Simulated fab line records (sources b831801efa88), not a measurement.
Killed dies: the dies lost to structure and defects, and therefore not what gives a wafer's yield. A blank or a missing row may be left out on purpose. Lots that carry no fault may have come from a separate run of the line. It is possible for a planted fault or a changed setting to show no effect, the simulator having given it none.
fab line records + flow gf180mcu
[record]
- lots = 6
- wafers = 18
- last_day = 34
route steps=602 shown M1@316
lots untouched by any fault: they come from a run of this same line in which no faults occurred
start_h: hours from the record's opening day to when the first of the lot's shown wafers began + wait_h: time in hours since the lot's previous step + " identical to the entry in the row above + L1.1+2: a row that stands for several wafers + - no value present, or no start provided + * or withheld: withheld + < > ~ a bound
route shown NAME@n: NAME is a module with steps in the file, n the number in the route of the first one + usual: mean and standard deviation over wafers with no fault + same: alike in all rows + chamber/n: place in a boat + sites: readings site by site + _std_site: standard deviation of those values + _edge_site: mean of outer sites minus mean of inner sites + radius_mm: for every site, how far away it sits from the centre of the wafer + mask NAME#n: copy n + behind: the last tool/chamber to shape the wafer + hold: reason for holding the lot/hours on hold/outcome of the hold + device: which transistor (n, p or np) failed to switch + end of line: the same wafers' tests at the end of the route + a step without rows: its recipe alone + killed: at the first sort, the dies lost to defects and structure; wafer yield is something else + map: the dies of a wafer, with x for killed, . for not killed, _ for no die there
set.NAME: setting as actually run; set.NAME@STEP: the setting as run at that earlier step + model.NAME: the simulator's own value behind a step, which no gauge read
certain route steps with their lots: each step a table, each wafer a row
services: a tool's chamber out of use, with start hour (start_h, from the record's first day; less than 0 if before it), hours out, and reason
[[steps]]
[step GF_M1_SPUTTER_01]
[recipe]
- material = TiN
- target_thk_nm = 30
- power_w = 6500
- time_s = 25
- chamber_pressure_pa = 0.4
[usual]
- throttle_valve_pct = 30.0/1.5
| lot.wafer | tool           | chamber | start_h | wait_h | throttle_valve_pct |
|-----------|----------------|---------|---------|--------|--------------------|
| L815.3    | pvd_sputter-03 | -       | 398.95  | 0.1    | 32.7               |
| L815.4    | "              | -       | "       | "      | 29.8               |
| L815.5    | "              | -       | "       | "      | 32.7               |
| L817.2    | pvd_sputter-03 | -       | 411.85  | 0.1    | 28.4               |
| L817.5    | "              | -       | "       | "      | 29.4               |
| L817.6    | "              | -       | "       | "      | 28.3               |
| L823.1    | pvd_sputter-01 | -       | 471.74  | 0.1    | 32.5               |
| L823.2    | "              | -       | "       | "      | 29.1               |
| L823.6    | "              | -       | "       | "      | 30.1               |
| L831.2    | pvd_sputter-02 | -       | 539.16  | 0.1    | 29.3               |
| L831.3    | "              | -       | "       | "      | 28.1               |
| L831.6    | "              | -       | "       | "      | 29.4               |
| L832.2    | pvd_sputter-03 | -       | 542.54  | 0.1    | 32.3               |
| L832.3    | "              | -       | "       | "      | 29.7               |
| L832.6    | "              | -       | "       | "      | 28.5               |
| L834.1    | pvd_sputter-01 | -       | 566.89  | 0.1    | 29.0               |
| L834.4    | "              | -       | "       | "      | 30.1               |
| L834.5    | "              | -       | "       | "      | 29.1               |
[step GF_M1_SPUTTER_02]
[recipe]
- material = AlCu
- target_thk_nm = 450
- power_w = 10600
- time_s = 23.9
- chamber_pressure_pa = 0.4
[usual]
- throttle_valve_pct = 30.0/1.5
| lot.wafer | tool           | chamber | start_h | wait_h | throttle_valve_pct |
|-----------|----------------|---------|---------|--------|--------------------|
| L815.3    | pvd_sputter-03 | -       | 398.98  | 0.0    | 32.5               |
| L815.4    | "              | -       | "       | "      | 29.7               |
| L815.5    | "              | -       | "       | "      | 32.6               |
| L817.2    | pvd_sputter-03 | -       | 411.88  | 0.0    | 28.2               |
| L817.5    | "              | -       | "       | "      | 29.5               |
| L817.6    | "              | -       | "       | "      | 28.4               |
| L823.1    | pvd_sputter-01 | -       | 471.77  | 0.0    | 32.3               |
| L823.2    | "              | -       | "       | "      | 29.1               |
| L823.6    | "              | -       | "       | "      | 30.0               |
| L831.2    | pvd_sputter-02 | -       | 539.19  | 0.0    | 29.3               |
| L831.3    | "              | -       | "       | "      | 28.0               |
| L831.6    | "              | -       | "       | "      | 29.3               |
| L832.2    | pvd_sputter-03 | -       | 542.57  | 0.0    | 32.7               |
| L832.3    | "              | -       | "       | "      | 30.0               |
| L832.6    | "              | -       | "       | "      | 28.7               |
| L834.1    | pvd_sputter-01 | -       | 566.92  | 0.0    | 29.0               |
| L834.4    | "              | -       | "       | "      | 30.0               |
| L834.5    | "              | -       | "       | "      | 29.0               |
[step GF_M1_SPUTTER_03]
[recipe]
- material = Ti
- target_thk_nm = 10
- substrate_temp_c = 300
- chamber_pressure_pa = 0.3
- power_w = 3000
- time_s = 6.7
[usual]
- throttle_valve_pct = 30.1/1.5
| lot.wafer | tool           | chamber | start_h | wait_h | throttle_valve_pct |
|-----------|----------------|---------|---------|--------|--------------------|
| L815.3    | pvd_sputter-03 | -       | 399.01  | 0.0    | 33.0               |
| L815.4    | "              | -       | "       | "      | 29.9               |
| L815.5    | "              | -       | "       | "      | 32.6               |
| L817.2    | pvd_sputter-03 | -       | 411.91  | 0.0    | 28.4               |
| L817.5    | "              | -       | "       | "      | 29.6               |
| L817.6    | "              | -       | "       | "      | 28.4               |
| L823.1    | pvd_sputter-01 | -       | 471.80  | 0.0    | 32.6               |
| L823.2    | "              | -       | "       | "      | 29.3               |
| L823.6    | "              | -       | "       | "      | 30.2               |
| L831.2    | pvd_sputter-02 | -       | 539.22  | 0.0    | 29.3               |
| L831.3    | "              | -       | "       | "      | 28.3               |
| L831.6    | "              | -       | "       | "      | 29.3               |
| L832.2    | pvd_sputter-03 | -       | 542.60  | 0.0    | 32.7               |
| L832.3    | "              | -       | "       | "      | 29.8               |
| L832.6    | "              | -       | "       | "      | 28.4               |
| L834.1    | pvd_sputter-01 | -       | 566.95  | 0.0    | 29.0               |
| L834.4    | "              | -       | "       | "      | 30.1               |
| L834.5    | "              | -       | "       | "      | 29.0               |
[step GF_M1_SPUTTER_04]
[recipe]
- material = TiN
- target_thk_nm = 50
- power_w = 6500
- time_s = 41.7
- chamber_pressure_pa = 0.4
[usual]
- throttle_valve_pct = 30.0/1.5
| lot.wafer | tool           | chamber | start_h | wait_h | throttle_valve_pct |
|-----------|----------------|---------|---------|--------|--------------------|
| L815.3    | pvd_sputter-03 | -       | 399.03  | 0.0    | 32.7               |
| L815.4    | "              | -       | "       | "      | 29.7               |
| L815.5    | "              | -       | "       | "      | 32.6               |
| L817.2    | pvd_sputter-03 | -       | 411.93  | 0.0    | 28.3               |
| L817.5    | "              | -       | "       | "      | 29.5               |
| L817.6    | "              | -       | "       | "      | 28.3               |
| L823.1    | pvd_sputter-01 | -       | 471.82  | 0.0    | 32.6               |
| L823.2    | "              | -       | "       | "      | 29.3               |
| L823.6    | "              | -       | "       | "      | 30.1               |
| L831.2    | pvd_sputter-02 | -       | 539.24  | 0.0    | 29.6               |
| L831.3    | "              | -       | "       | "      | 28.0               |
| L831.6    | "              | -       | "       | "      | 29.4               |
| L832.2    | pvd_sputter-03 | -       | 542.62  | 0.0    | 32.7               |
| L832.3    | "              | -       | "       | "      | 29.7               |
| L832.6    | "              | -       | "       | "      | 28.3               |
| L834.1    | pvd_sputter-01 | -       | 566.97  | 0.0    | 29.0               |
| L834.4    | "              | -       | "       | "      | 30.2               |
| L834.5    | "              | -       | "       | "      | 29.3               |
[step GF_M1_RS_MEAS_05]
[recipe]
- thk_meas_gauge = four-point-probe
- reads = TiN_of_M1_SPUTTER_04+Ti_of_M1_SPUTTER_03+AlCu_of_M1_SPUTTER_02+TiN_of_M1_SPUTTER_01+Ti_of_M1_SPUTTER_00
[usual]
- M1_ALCU_RS = 0.0695/0.00073
| lot.wafer | tool          | chamber | start_h | wait_h | M1_ALCU_RS[ohm/sq] |
|-----------|---------------|---------|---------|--------|--------------------|
| L815.3    | film_metro-02 | -       | 399.11  | 0.1    | 0.0699             |
| L815.4    | "             | -       | "       | "      | 0.0690             |
| L815.5    | "             | -       | "       | "      | 0.0704             |
| L817.2    | film_metro-01 | -       | 411.99  | 0.0    | 0.0697             |
| L817.5    | "             | -       | "       | "      | 0.0686             |
| L817.6    | "             | -       | "       | "      | 0.0689             |
| L823.1    | film_metro-04 | -       | 471.86  | 0.0    | 0.0703             |
| L823.2    | "             | -       | "       | "      | 0.0709             |
| L823.6    | "             | -       | "       | "      | 0.0691             |
| L831.2    | film_metro-02 | -       | 539.30  | 0.0    | 0.0686             |
| L831.3    | "             | -       | "       | "      | 0.0684             |
| L831.6    | "             | -       | "       | "      | 0.0689             |
| L832.2    | film_metro-04 | -       | 542.68  | 0.0    | 0.0697             |
| L832.3    | "             | -       | "       | "      | 0.0694             |
| L832.6    | "             | -       | "       | "      | 0.0700             |
| L834.1    | film_metro-02 | -       | 567.01  | 0.0    | 0.0700             |
| L834.4    | "             | -       | "       | "      | 0.0706             |
| L834.5    | "             | -       | "       | "      | 0.0699             |
[step GF_M1_THK_MEAS_06]
[recipe]
- thk_meas_gauge = xrf
- reads = AlCu_of_M1_SPUTTER_02
[usual]
- M1_ALCU_THK = 455/5.3
| lot.wafer | tool          | chamber | start_h | wait_h | M1_ALCU_THK[nm] |
|-----------|---------------|---------|---------|--------|-----------------|
| L815.3    | film_metro-02 | -       | 399.21  | 0.1    | 450             |
| L815.4    | "             | -       | "       | "      | 454             |
| L815.5    | "             | -       | "       | "      | 448             |
| L817.2    | film_metro-01 | -       | 412.10  | 0.1    | 453             |
| L817.5    | "             | -       | "       | "      | 460             |
| L817.6    | "             | -       | "       | "      | 456             |
| L823.1    | film_metro-04 | -       | 471.98  | 0.1    | 448             |
| L823.2    | "             | -       | "       | "      | 445             |
| L823.6    | "             | -       | "       | "      | 457             |
| L831.2    | film_metro-02 | -       | 539.41  | 0.1    | 462             |
| L831.3    | "             | -       | "       | "      | 464             |
| L831.6    | "             | -       | "       | "      | 461             |
| L832.2    | film_metro-04 | -       | 542.79  | 0.1    | 456             |
| L832.3    | "             | -       | "       | "      | 458             |
| L832.6    | "             | -       | "       | "      | 454             |
| L834.1    | film_metro-02 | -       | 567.13  | 0.1    | 448             |
| L834.4    | "             | -       | "       | "      | 443             |
| L834.5    | "             | -       | "       | "      | 449             |
[step GF_M1_DEHYDRATE_07]
[recipe]
- temp_c = 200
- time_s = 60
[step GF_M1_HMDS_08]
[recipe]
- prime_time_s = 60
- prime_temp_c = 120
[step GF_M1_COAT_09]
[recipe]
- resist = KrF
- spin_rpm = withheld
- resist_thk_nm = 1000
[step GF_M1_SOFTBAKE_10]
[recipe]
- temp_c = 130
- time_s = 60
- resist = KrF
[step GF_M1_EXPOSE_11]
[recipe]
- mask_id = Metal1
- target_cd_nm = 230
- na = 0.68
- source_shape = conventional
- sigma_outer = 0.6
- dose_mj = 28
[step GF_M1_PEB_12]
[recipe]
- peb_temp_c = 135
- peb_time_s = 90
- resist = KrF
[step GF_M1_DEVELOP_13]
[recipe]
- develop_time_s = 61.74
- dev_temp_c = 21
[usual]
- chill_plate_temp_C = 22.98/0.11
- develop_time_s = 61.74/0
- resist_line_temp_C = 23.00/0.093
| lot.wafer | tool           | chamber | start_h | wait_h | chill_plate_temp_C | develop_time_s | resist_line_temp_C | model.KrF_of_M1_COAT_09.thk_nm |
|-----------|----------------|---------|---------|--------|--------------------|----------------|--------------------|--------------------------------|
| L815.3    | litho_track-02 | 0       | 422.81  | 0.1    | 22.87              | 61.74          | 23.15              | 986.9                          |
| L815.4    | "              | 0       | "       | "      | 22.91              | 61.74          | 22.98              | 986.9                          |
| L815.5    | "              | 0       | "       | "      | 22.83              | 61.74          | 23.15              | 986.7                          |
| L817.2    | litho_track-04 | 0       | 435.85  | 0.2    | 22.81              | 61.74          | 22.90              | 989.2                          |
| L817.5    | "              | 0       | "       | "      | 23.09              | 61.74          | 22.95              | 986.3                          |
| L817.6    | "              | 0       | "       | "      | 23.09              | 61.74          | 22.97              | 989.9                          |
| L823.1    | litho_track-01 | 0       | 495.25  | 0.2    | 23.00              | 61.74          | 22.93              | 982.2                          |
| L823.2    | "              | 0       | "       | "      | 22.88              | 61.74          | 22.97              | 980.9                          |
| L823.6    | "              | 0       | "       | "      | 22.88              | 61.74          | 23.03              | 984                            |
| L831.2    | litho_track-01 | -       | 561.92  | 0.2    | -                  | -              | -                  | 1000                           |
| L831.3    | "              | -       | "       | "      | -                  | -              | -                  | 1000                           |
| L831.6    | "              | -       | "       | "      | -                  | -              | -                  | 996.8                          |
| L832.2    | litho_track-04 | -       | 564.45  | 0.2    | -                  | -              | -                  | 1000                           |
| L832.3    | "              | -       | "       | "      | -                  | -              | -                  | 1004                           |
| L832.6    | "              | -       | "       | "      | -                  | -              | -                  | 1001                           |
| L834.1    | litho_track-02 | 0       | 588.91  | 0.2    | 22.97              | 61.74          | 23.08              | 986.7                          |
| L834.4    | "              | 0       | "       | "      | 22.90              | 61.74          | 23.06              | 985.7                          |
| L834.5    | "              | 0       | "       | "      | 22.95              | 61.74          | 23.10              | 986.1                          |
[step GF_M1_CD_MEAS_14]
[recipe]
- target_cd_nm = 230
[usual]
- cd_nm = 230.0/1.5
| lot.wafer | tool      | chamber | start_h | wait_h | cd_nm |
|-----------|-----------|---------|---------|--------|-------|
| L815.3    | cd_sem-02 | -       | 422.95  | 0.1    | 230.9 |
| L815.4    | "         | -       | "       | "      | 229.1 |
| L815.5    | "         | -       | "       | "      | 229.7 |
| L817.2    | cd_sem-01 | -       | 435.99  | 0.1    | 230.1 |
| L817.5    | "         | -       | "       | "      | 228.7 |
| L817.6    | "         | -       | "       | "      | 229.8 |
| L823.1    | cd_sem-02 | -       | 495.40  | 0.1    | 228.6 |
| L823.2    | "         | -       | "       | "      | 228.0 |
| L823.6    | "         | -       | "       | "      | 227.9 |
| L831.2    | cd_sem-02 | -       | 562.07  | 0.1    | -     |
| L831.3    | "         | -       | "       | "      | -     |
| L831.6    | "         | -       | "       | "      | -     |
| L832.2    | cd_sem-01 | -       | 564.59  | 0.1    | -     |
| L832.3    | "         | -       | "       | "      | -     |
| L832.6    | "         | -       | "       | "      | -     |
| L834.1    | cd_sem-02 | -       | 589.06  | 0.1    | 230.6 |
| L834.4    | "         | -       | "       | "      | 230.8 |
| L834.5    | "         | -       | "       | "      | 231.0 |
[[services]]
| tool           | chamber | start_h | hours | kind                   |
|----------------|---------|---------|-------|------------------------|
| pvd_sputter-01 | -       | 391.92  | 4.0   | repair                 |
| pvd_sputter-01 | 2       | 415.26  | -     | consumable_replace:kit |
| pvd_sputter-01 | 2       | 415.26  | 18.0  | scheduled_down         |
| pvd_sputter-01 | 2       | 415.26  | 18.0  | vent_cycle             |
| pvd_sputter-03 | 1       | 431.01  | -     | consumable_replace:kit |
| pvd_sputter-03 | 1       | 431.01  | 18.0  | scheduled_down         |
| pvd_sputter-03 | 1       | 431.01  | 18.0  | vent_cycle             |
| pvd_sputter-02 | -       | 434.48  | 1.1   | repair                 |
| pvd_sputter-02 | 0       | 456.63  | -     | consumable_replace:kit |
| pvd_sputter-02 | 0       | 456.63  | 18.0  | scheduled_down         |
| pvd_sputter-02 | 0       | 456.63  | 18.0  | vent_cycle             |
| pvd_sputter-03 | -       | 476.62  | 1.5   | repair                 |
| pvd_sputter-01 | -       | 523.33  | 1.2   | repair                 |
| pvd_sputter-02 | -       | 548.33  | 4.6   | repair                 |
| pvd_sputter-01 | 1       | 572.28  | -     | consumable_replace:kit |
| pvd_sputter-01 | 1       | 572.28  | 18.0  | scheduled_down         |
| pvd_sputter-01 | 1       | 572.28  | 18.0  | vent_cycle             |
| pvd_sputter-02 | -       | 583.26  | 6.2   | repair                 |
[[key]]
[first_sign]
- step = GF_M1_DEVELOP_13
- reading = tool_record
- direction = missing
effect none on later readings
[model_effect]
- step = GF_M1_DEVELOP_13
- value = KrF_of_M1_COAT_09.thk_nm
- without = 985.5
- struck = 1000
met_at GF_M1_DEVELOP_13
struck_wafers L831.2,L831.3,L831.6,L832.2,L832.3,L832.6
later_rows_left_out L831.2,L831.3,L831.6,L832.2,L832.3,L832.6
sort_left_out L831.2,L831.3,L831.6,L832.2,L832.3,L832.6
onset_between 495.25 561.92
[fault]
- kind = skipped_step_whole
- tool = litho_track-01,litho_track-04
- chamber = -
- onset_h = 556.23
- steps = GF_M1_DEVELOP_13
- scope = struck_lots_only
// sort_left_out: the simulated sort isn't trusted on such a fault, so these wafers' sort isn't shown, and their yield isn't known
// later_rows_left_out: the simulator's readings of these wafers behind a module that went badly wrong aren't trusted and aren't shown, but for the sort
